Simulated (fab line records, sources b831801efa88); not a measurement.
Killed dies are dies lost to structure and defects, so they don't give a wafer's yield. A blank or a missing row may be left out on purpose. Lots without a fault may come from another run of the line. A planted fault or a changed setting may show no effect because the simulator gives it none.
fab line records | flow sky130
record lots=7 wafers=18 last_day=50
route steps=708 shown LI_CONTACT@371 LOCAL_INTERCONNECT@387
lots that met no fault: from a run of the same line without faults
start_h: hours from the record's first day to the start of the lot's first wafer shown | wait_h: hours since the lot's step before | " the same as in the row above | L1.1+2: a row that stands for several wafers | - no value, or no start given | * or withheld: withheld | < > ~ a bound
route shown NAME@n: a module of which the file shows steps, and the number in the route of the first | usual: mean/standard deviation of fault-free wafers | same: alike in all rows | chamber/n: place in a boat | sites: the reading at each site | _std_site: their standard deviation | _edge_site: outer sites' mean less inner sites' | radius_mm: how far each site lies from the wafer's centre | mask NAME#n: copy n | behind: the tool/chamber that last shaped the wafer | hold: why the lot was held/for how many hours/how that ended | device: the transistor (n, p or np) that didn't switch | end of line: the same wafers' tests at the end of the route | a step without rows: its recipe alone | killed: dies lost to structure and defects at the first sort, not the wafer's yield | map: a wafer's dies, x killed, . not, _ none there
set.NAME: the setting as run; set.NAME@STEP: as run at that earlier step | model.NAME: the simulator's own value behind a step, which no gauge read
lots at some steps of the route; a table a step, a row a wafer
services: from which hour (start_h, from the record's first day; less than 0 if before it) a tool's chamber was out of use, for how many hours, and why
## steps
# step SKY_LI_CONTACT_EXPOSE_09
# recipe mask_id=LICM1 na=0.8 source_shape=annular sigma_inner=0.55 sigma_outer=0.85 target_cd_nm=170 dose_mj=38
# step SKY_LI_CONTACT_PEB_10
# recipe peb_temp_c=withheld peb_time_s=withheld resist=KrF-thick
# step SKY_LI_CONTACT_DEVELOP_11
# recipe develop_time_s=60 resist=KrF-thick dev_temp_c=21
# step SKY_LI_CONTACT_CD_MEAS_12
# recipe target_cd_nm=170
# usual cd_nm=170.0/1.1
# columns lot.wafer tool chamber start_h wait_h cd_nm
L691.2 cd_sem-01 - 665.48 - 172.7
L691.3 " - " " 171.9
L691.6 " - " " 171.7
L699.1 cd_sem-02 - 742.59 - 168.9
L699.4 " - " " 169.3
L699.5 " - " " 169.4
L702.4 cd_sem-01 - 769.60 - 170.1
L702.5 " - " " 170.1
L702.6 " - " " 169.9
L703.1 cd_sem-01 - 777.21 - 170.3
L703.4 " - " " 169.9
L703.6 " - " " 171.4
L709.1 cd_sem-02 - 823.76 - 169.7
L709.3 " - " " 170.4
L710.1 cd_sem-01 - 832.94 - 171.2
L710.3 " - " " 169.7
L711.2 cd_sem-01 - 839.18 - 171.4
L711.4 " - " " 170.7
# step SKY_LI_CONTACT_OVL_MEAS_13
# usual LI_CONTACT_OVL=-5/4.5
# columns lot.wafer tool chamber start_h wait_h LI_CONTACT_OVL[nm]
L691.2 overlay-02 - 665.58 0.1 -14
L691.3 " - " " -8
L691.6 " - " " -11
L699.1 overlay-02 - 742.71 0.1 -13
L699.4 " - " " -4
L699.5 " - " " -7
L702.4 overlay-02 - 769.68 0.1 2
L702.5 " - " " 1
L702.6 " - " " 2
L703.1 overlay-01 - 777.33 0.1 -3
L703.4 " - " " -6
L703.6 " - " " -4
L709.1 overlay-02 - 823.88 0.1 -2
L709.3 " - " " -2
L710.1 overlay-01 - 833.06 0.1 -11
L710.3 " - " " -13
L711.2 overlay-01 - 839.28 0.1 -11
L711.4 " - " " -7
# step SKY_LI_CONTACT_ETCH_14
# recipe chemistry=N2/H2 target=BARC ion_energy_ev=200 source_w=500 bias_w=100 pressure_mtorr=30 n2_flow_sccm=100 h2_flow_sccm=200 stop_on=SiO2 time_s=45.9 target_depth_a=600
# step SKY_LI_CONTACT_ETCH_15
# recipe target=PSG chemistry=C4F8/O2/Ar stop_on=Si taper_deg=4.15 mask_material=KrF-thick source_w=1500 bias_w=1200 pressure_mtorr=40 c4f8_flow_sccm=withheld O2_flow_sccm=6 Ar_flow_sccm=300 time_s=withheld target_depth_a=6000
# usual chamber_pressure_mTorr=40.00/0.036 oes_product_au=0.837/0.0048
# columns lot.wafer tool chamber start_h wait_h chamber_pressure_mTorr oes_product_au
L691.2 rie_diel-04 3 665.65 0.0 40.01 0.833
L691.3 " 0 " " 40.00 0.833
L691.6 " 0 " " 39.96 0.833
L699.1 rie_diel-02 2 742.79 0.0 39.92 0.846
L699.4 " 1 " " 39.96 0.840
L699.5 " 0 " " 40.02 0.842
L702.4 rie_diel-02 1 769.74 0.0 39.99 0.841
L702.5 " 1 " " 39.99 0.843
L702.6 " 2 " " 39.95 0.841
L703.1 rie_diel-01 3 777.40 0.0 40.02 0.845
L703.4 " 0 " " 39.96 0.831
L703.6 " 2 " " 40.00 0.839
L709.1 rie_diel-04 0 823.96 0.0 40.03 0.842
L709.3 " 3 " " 40.00 0.838
L710.1 rie_diel-01 0 833.14 0.0 39.97 0.838
L710.3 " 2 " " 40.01 0.836
L711.2 rie_diel-04 2 839.36 0.0 40.00 0.834
L711.4 " 1 " " 39.97 0.841
# step SKY_LI_CONTACT_STRIP_16
# recipe chemistry=O2/N2 power_w=1400 pressure_mtorr=1500 platen_temp_c=withheld o2_flow_sccm=3000 n2_flow_sccm=300 overash_fraction=0.5
# usual chamber_pressure_mTorr=1500.2/1.3 drypump_motor_current_A=5.7/0.34 oes_product_au=0.376/0.0048 strip_time_to_endpoint_s=3.505/0.029
# columns lot.wafer tool chamber start_h wait_h chamber_pressure_mTorr drypump_motor_current_A oes_product_au rf_hours_counter_h strip_time_to_endpoint_s
L691.2 plasma_asher-04 1 665.74 - 1499.3 6.2 0.374 55 3.505
L691.3 " 1 " " 1502.0 6.2 0.379 - 3.528
L691.6 " 0 " " 1500.5 5.8 0.376 - 3.550
L699.1 plasma_asher-03 0 742.87 - 1500.1 5.7 0.378 0 3.468
L699.4 " 0 " " 1499.5 5.7 0.378 - 3.516
L699.5 " 0 " " 1501.2 5.7 0.369 - 3.479
L702.4 plasma_asher-03 0 769.85 - 1500.8 5.7 0.372 - 3.497
L702.5 " 1 " " 1500.2 5.5 0.375 - 3.544
L702.6 " 0 " " 1501.0 5.7 0.379 - 3.494
L703.1 plasma_asher-03 1 777.49 - 1500.2 5.5 0.374 4 3.494
L703.4 " 0 " " 1500.3 5.7 0.380 - 3.481
L703.6 " 1 " " 1497.7 5.4 0.376 - 3.510
L709.1 plasma_asher-02 1 824.04 - 1501.9 5.1 0.381 40 3.524
L709.3 " 1 " " 1501.0 5.1 0.374 - 3.483
L710.1 plasma_asher-02 0 833.22 - 1498.8 5.9 0.376 41 3.487
L710.3 " 1 " " 1499.8 5.1 0.383 - 3.492
L711.2 plasma_asher-04 0 839.44 - 1500.0 5.8 0.370 70 3.481
L711.4 " 0 " " 1500.7 5.8 0.382 - 3.478
# step SKY_LI_CONTACT_CLEAN_17
# recipe chemistry=NMP time_s=600 temp_c=60 dry=n2_spin
# step SKY_LI_CONTACT_PRE_CLEAN_18
# recipe gas=Ar time_s=5.6 bias_v=358
# step SKY_LI_CONTACT_SPUTTER_19
# recipe material=Ti target_thk_nm=20 chamber_pressure_pa=5 power_w=2500 substrate_temp_c=200 time_s=106.37
# usual throttle_valve_pct=30.3/1.1
# same time_s=106.37
# columns lot.wafer tool chamber start_h wait_h throttle_valve_pct
L691.2 pvd_sputter-03 - 666.05 0.0 29.1
L691.3 " - " " 31.3
L691.6 " - " " 31.6
L699.1 pvd_sputter-04 - 743.17 0.0 29.7
L699.4 " - " " 29.1
L699.5 " - " " 30.7
L702.4 pvd_sputter-01 - 770.13 0.0 29.8
L702.5 " - " " 32.2
L702.6 " - " " 30.1
L703.1 pvd_sputter-03 - 777.80 0.0 31.4
L703.4 " - " " 28.7
L703.6 " - " " 31.3
L709.1 pvd_sputter-01 - 824.34 0.0 30.9
L709.3 " - " " 32.7
L710.1 pvd_sputter-03 - 833.52 0.0 31.6
L710.3 " - " " 31.2
L711.2 pvd_sputter-01 - 839.75 0.0 31.3
L711.4 " - " " 29.6
# step SKY_LI_CONTACT_SPUTTER_20
# recipe material=TiN target_thk_nm=20 chamber_pressure_pa=5 power_w=4000 time_s=80
# usual throttle_valve_pct=30.3/1.1
# same time_s=80
# columns lot.wafer tool chamber start_h wait_h throttle_valve_pct
L691.2 pvd_sputter-03 - 666.13 0.0 28.8
L691.3 " - " " 31.2
L691.6 " - " " 31.5
L699.1 pvd_sputter-04 - 743.24 0.0 29.8
L699.4 " - " " 29.0
L699.5 " - " " 30.8
L702.4 pvd_sputter-01 - 770.21 0.0 29.3
L702.5 " - " " 32.3
L702.6 " - " " 30.5
L703.1 pvd_sputter-03 - 777.88 0.0 31.5
L703.4 " - " " 28.9
L703.6 " - " " 31.7
L709.1 pvd_sputter-01 - 824.41 0.0 31.1
L709.3 " - " " 32.4
L710.1 pvd_sputter-03 - 833.59 0.0 31.4
L710.3 " - " " 31.3
L711.2 pvd_sputter-01 - 839.83 0.0 31.1
L711.4 " - " " 29.6
# step SKY_LI_CONTACT_CVD_21
# recipe material=W target_thk_nm=400 time_s=120.56 temp_c=400 pressure_torr=40
# usual heater_power_outer_w=576/48 heater_power_w=918/40
# columns lot.wafer tool chamber start_h wait_h heater_power_outer_w heater_power_w model.W_of_LI_CONTACT_CVD_21.thk_nm
L691.2 cvd_w-01 0 666.19 0.0 609 944 402.7
L691.3 " 0 " " 582 942 405.3
L691.6 " 1 " " 493 844 404.3
L699.1 cvd_w-02 0 743.30 0.0 586 908 408.9
L699.4 " 1 " " 639 907 400.2
L699.5 " 0 " " 571 925 412.5
L702.4 cvd_w-02 0 770.31 0.1 580 943 405.8
L702.5 " 1 " " 637 902 399.9
L702.6 " 0 " " 577 950 408.4
L703.1 cvd_w-01 0 777.94 0.0 589 964 395.4
L703.4 " 0 " " 597 941 394.7
L703.6 " 1 " " 506 874 399.1
L709.1 cvd_w-01 0 824.47 0.0 600 971 160.8
L709.3 " 0 " " 606 971 393.8
L710.1 cvd_w-01 1 833.65 0.0 500 858 163.7
L710.3 " 1 " " 507 853 397.7
L711.2 cvd_w-01 0 839.89 0.0 604 957 158.4
L711.4 " 1 " " 495 884 397.4
# step SKY_LI_CONTACT_RS_MEAS_22
# recipe thk_meas_gauge=four-point-probe reads=W_of_LI_CONTACT_CVD_21+TiN_of_LI_CONTACT_SPUTTER_20+Ti_of_LI_CONTACT_SPUTTER_19
# usual LI_CONTACT_W_RS=0.284/0.0039
# columns lot.wafer tool chamber start_h wait_h hold LI_CONTACT_W_RS[ohm/sq]
L691.2 film_metro-01 - 666.33 0.1 - 0.282
L691.3 " - " " - 0.281
L691.6 " - " " - 0.282
L699.1 film_metro-04 - 743.43 0.1 - 0.278
L699.4 " - " " - 0.285
L699.5 " - " " - 0.276
L702.4 film_metro-02 - 770.45 0.1 - 0.280
L702.5 " - " " - 0.285
L702.6 " - " " - 0.279
L703.1 film_metro-01 - 778.06 0.1 - 0.288
L703.4 " - " " - 0.289
L703.6 " - " " - 0.285
L709.1 film_metro-04 - 824.60 0.1 await_dispo/0.2h/release 0.711
L709.3 " - " " await_dispo/0.2h/release 0.289
L709.1 film_metro-04 - 824.88 0.3 - 0.712
L709.3 " - " " - 0.289
L710.1 film_metro-02 - 833.78 0.1 await_dispo/0.2h/release 0.700
L710.3 " - " " await_dispo/0.2h/release 0.286
L710.1 film_metro-02 - 834.24 0.4 - 0.700
L710.3 " - " " - 0.287
L711.2 film_metro-04 - 840.03 0.1 await_dispo/0.2h/release 0.722
L711.4 " - " " await_dispo/0.2h/release 0.286
L711.2 film_metro-04 - 840.32 0.3 - 0.720
L711.4 " - " " - 0.286
# step SKY_LI_CONTACT_THK_MEAS_23
# recipe thk_meas_gauge=xrf reads=W_of_LI_CONTACT_CVD_21
# usual LI_CONTACT_W_THK=408/6.1
# columns lot.wafer tool chamber start_h wait_h hold LI_CONTACT_W_THK[nm]
L691.2 film_metro-01 - 666.44 0.1 - 408
L691.3 " - " " - 410
L691.6 " - " " - 410
L699.1 film_metro-04 - 743.55 0.1 - 421
L699.4 " - " " - 412
L699.5 " - " " - 425
L702.4 film_metro-02 - 770.54 0.1 - 418
L702.5 " - " " - 409
L702.6 " - " " - 422
L703.1 film_metro-01 - 778.18 0.1 - 402
L703.4 " - " " - 402
L703.6 " - " " - 405
L709.1 film_metro-04 - 832.11 7.2 await_dispo/0.2h/release 162
L709.3 " - " " await_dispo/0.2h/release 400
L709.1 film_metro-04 - 832.33 0.2 - 163
L709.3 " - " " - 399
L710.1 film_metro-02 - 839.09 4.8 await_dispo/0.2h/release 166
L710.3 " - " " await_dispo/0.2h/release 405
L710.1 film_metro-02 - 839.33 0.2 - 165
L710.3 " - " " - 407
L711.2 film_metro-04 - 841.87 1.5 await_dispo/0.2h/release 161
L711.4 " - " " await_dispo/0.2h/release 410
L711.2 film_metro-04 - 842.10 0.2 - 161
L711.4 " - " " - 411
# step SKY_LI_CONTACT_CMP_24
# recipe stop_on=PSG t_overpolish_s=20 down_force_psi=3.5 platen_rpm=60 target_thk_nm=0 pad_velocity_m_s=0.94248
# usual motor_current_A=10.7/1.3 time_to_endpoint_s=95.7/2.9
# columns lot.wafer tool chamber start_h wait_h hold motor_current_A time_to_endpoint_s
L691.3 cmp-01 2 666.49 0.0 - 8.9 99.5
L691.2 " 3 " " - 11.1 100.7
L691.6 " 2 " " - 9.1 100.3
L699.1 cmp-01 0 743.71 0.1 - 9.5 101.4
L699.4 " 1 " " - 12.6 97.3
L699.5 " 3 " " - 11.2 95.6
L702.4 cmp-01 3 770.62 0.1 - 10.1 94.5
L702.5 " 2 " " - 8.7 99.7
L702.6 " 3 " " - 11.0 102.8
L703.1 cmp-02 1 778.34 0.1 - 13.0 96.6
L703.4 " 2 " " - 10.4 94.9
L703.6 " 0 " " - 10.4 96.7
L709.3 cmp-01 0 837.64 5.3 await_dispo/5.2h/release 9.2 97.5
L709.1 " 3 " " await_dispo/5.2h/release 11.1 36.1
L710.1 cmp-02 0 841.17 1.8 await_dispo/1.6h/release 10.9 38.6
L710.3 " 1 " " await_dispo/1.6h/release 12.7 94.1
L711.2 cmp-02 1 844.55 2.4 await_dispo/1.8h/release 13.3 36.2
L711.4 " 2 " " await_dispo/1.8h/release 10.6 94.2
# step SKY_LOCAL_INTERCONNECT_SPUTTER_00
# recipe material=TiN target_thk_nm=100 temp_c=300 power_w=6500 time_s=83.3 chamber_pressure_pa=0.4
# usual throttle_valve_pct=29.7/1.1
# same time_s=83.3
# columns lot.wafer tool chamber start_h wait_h throttle_valve_pct
L691.2 pvd_sputter-02 - 666.79 0.2 30.2
L691.3 " - " " 30.2
L691.6 " - " " 29.7
L699.1 pvd_sputter-03 - 743.91 0.1 28.2
L699.4 " - " " 28.8
L699.5 " - " " 28.6
L702.4 pvd_sputter-04 - 770.87 0.2 29.0
L702.5 " - " " 30.4
L702.6 " - " " 29.0
L703.1 pvd_sputter-02 - 778.54 0.1 30.0
L703.4 " - " " 29.8
L703.6 " - " " 27.6
L709.1 pvd_sputter-03 - 837.94 0.1 29.2
L709.3 " - " " 28.1
L710.1 pvd_sputter-02 - 841.42 0.2 29.9
L710.3 " - " " 29.4
L711.2 pvd_sputter-04 - 844.80 0.2 29.7
L711.4 " - " " 29.3
## services
# columns tool chamber start_h hours kind
cvd_w-01 - 664.18 0.2 repair
cvd_w-01 1 683.75 12.4 repair
cvd_w-01 - 684.95 2.8 pm
cvd_w-01 - 690.36 1.9 repair
rie_diel-04 - 704.32 1.8 repair
cvd_w-02 - 712.70 2.8 pm
pvd_sputter-01 - 715.49 3.8 repair
cvd_w-01 - 718.36 1.7 repair
cmp-02 - 719.51 1.4 repair
cmp-01 - 720.34 2.0 repair
pvd_sputter-03 - 720.57 5.4 repair
pvd_sputter-04 - 722.50 4.5 repair
rie_diel-04 1 725.24 15.6 repair
rie_diel-04 2 730.34 5.1 repair
plasma_asher-03 - 733.75 9.0 pm
cmp-02 - 744.00 4.0 pm
cmp-01 - 755.54 0.9 repair
cmp-01 - 757.74 6.1 pm
pvd_sputter-04 - 762.24 0.6 repair
pvd_sputter-01 - 775.26 2.5 repair
cmp-01 - 786.57 1.2 repair
pvd_sputter-01 - 798.59 0.5 repair
cmp-01 - 812.01 6.3 repair
cmp-01 - 823.30 1.3 repair
## key
first_sign step=SKY_LI_CONTACT_RS_MEAS_22 reading=visit direction=added
effect step=SKY_LI_CONTACT_RS_MEAS_22 reading=LI_CONTACT_W_RS direction=up sigmas=99+ usual=0.284 struck=0.711
effect step=SKY_LI_CONTACT_THK_MEAS_23 reading=visit direction=added
effect step=SKY_LI_CONTACT_THK_MEAS_23 reading=LI_CONTACT_W_THK direction=down sigmas=40 usual=408 struck=163
effect step=SKY_LI_CONTACT_CMP_24 reading=time_to_endpoint_s direction=down sigmas=20 usual=* struck=*
model_effect step=SKY_LI_CONTACT_CVD_21 value=W_of_LI_CONTACT_CVD_21.thk_nm without=395 struck=161
met_at SKY_LI_CONTACT_CVD_21
struck_wafers L709.1,L710.1,L711.2
tester_left_out L709,L710,L711
onset_between 777.94 824.47
fault kind=process_parameter_drift tool=cvd_w-01 chamber=- onset_h=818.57 steps=SKY_LI_CONTACT_CVD_21 channel=target_thk_nm offset=-235.77 shape=step end_h=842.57 scope=struck_wafers_only acts_in=these_recipes_only stated=400
# tester_left_out: of these lots the tester's yield and bins aren't shown, on N5 and GAA mostly nor the transistor test; their killed dies are dies lost to structure and defects alone, not to doping, threshold or leakage, so they don't give the yield
